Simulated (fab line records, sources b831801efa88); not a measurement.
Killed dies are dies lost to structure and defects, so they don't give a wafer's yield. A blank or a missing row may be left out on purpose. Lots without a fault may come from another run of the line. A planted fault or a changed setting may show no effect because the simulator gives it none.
A struck lot beside a sound one | flow sky130 | 19 steps out of a route of 708
Sound: wafers L679.1, L679.2, L679.3. Struck: wafers L684.1, L684.2, L684.3. The cause comes at the end.
At each step with rows: each side's tool, then ch and its chambers, then its first start. Under that, the readings that differ: sound wafers | struck wafers | difference of the means | sigmas: that difference in standard deviations of wafers without a fault.
alike: readings whose means differ by less than 2 such deviations, and words and numbers that are the same on both sides. not compared: withheld readings, readings that some wafer has no value for, bounds like >300 that may hide the same value, and numbers for which the record gives no deviation and whose values overlap.
The two part at a step that has a row with sigmas, a row that says differs or no value, or rows on one side only. Numbers that don't overlap but have no deviation are shown without sigmas and don't part them. A reading that every wafer of one side lacks parts them only if that side has two wafers or more.

first, 4 steps without rows for these wafers: SKY_METAL2_STRIP_21 (strips in post etch residue remover, time 1200 s); SKY_METAL2_CLEAN_22 (cleans in IPA, time 180 s); SKY_METAL2_CLEAN_23 (cleans in O3/DIW); SKY_VIA2_HDPCVD_00 (deposits SiO2, target thk 1180 nm, time 196.7 s).
SKY_VIA2_THK_MEAS_01:
  sound on film_metro-04, day 39 11:08; struck on film_metro-03, day 40 23:00
  alike: VIA2_HDPCVD_THK
SKY_VIA2_CMP_02: polishes SiO2.
  sound on cmp-01 ch 0,2,3, day 39 11:11; struck on cmp-02 ch 0,1,2, day 40 23:04
  alike: edge_zone_pressure_frac, motor_current_A, platen_rpm, retaining_ring_pressure_frac
SKY_VIA2_BOW_MEAS_03:
  sound on film_metro-01, day 39 11:29; struck on film_metro-04, day 40 23:22
  alike: VIA2_BOW
then, 5 steps without rows for these wafers: SKY_VIA2_DEHYDRATE_04 (time 60 s); SKY_VIA2_HMDS_05 (prime time 60 s); SKY_VIA2_COAT_06 (resist thk 60 nm); SKY_VIA2_COAT_07 (resist thk 450 nm); SKY_VIA2_SOFTBAKE_08 (time 90 s).
SKY_VIA2_EXPOSE_09: exposes mask VIM2, target cd 200 nm.
  sound on krf_scanner-02 ch 0, day 39 23:43; struck on krf_scanner-02 ch 0, day 41 11:32
  reading                      | sound          | struck            | difference | sigmas
  model.VIA2.overlay_x_nm (nm) | -6.1 -6.1 -6.1 | 27.86 27.86 27.86 | +33.96     |
  alike: mask
then, 2 steps without rows for these wafers: SKY_VIA2_PEB_10; SKY_VIA2_DEVELOP_11 (develop time 61.79 s).
SKY_VIA2_CD_MEAS_12: target cd 200 nm.
  sound on cd_sem-02, day 40 12:19; struck on cd_sem-01, day 41 23:08
  alike: cd_nm
SKY_VIA2_OVL_MEAS_13:
  sound on overlay-02, day 40 12:26; struck on overlay-02, day 41 23:15
  reading       | sound   | struck   | difference | sigmas
  VIA2_OVL (nm) | -4 5 -2 | 21 30 28 | +27        | +5
SKY_VIA2_ETCH_14: etches BARC in N2/H2, stops on SiO2, time 45.9 s, target depth 60 nm.
  sound on rie_diel-02 ch 0,1,3, day 40 12:28; struck on rie_diel-04 ch 1,2,3, day 41 23:17
  alike: drypump_motor_current_A, oes_product_au, throttle_valve_pct
  not compared: rf_hours_counter_h
-- the record jumps here: 8 days lie between the struck wafers' starts before and after (it left off in module VIA2 and takes up again in module PAD_OPEN, whose first step shown is number 708 of the route) --
SKY_PAD_OPEN_PROBE_99:
  the record has rows for the struck wafers here (prober-01, day 50 02:21) and none for the sound ones

WHERE THEY PART
First at SKY_VIA2_OVL_MEAS_13; last, within this record, at SKY_PAD_OPEN_PROBE_99.

WHY: what the simulator had put in
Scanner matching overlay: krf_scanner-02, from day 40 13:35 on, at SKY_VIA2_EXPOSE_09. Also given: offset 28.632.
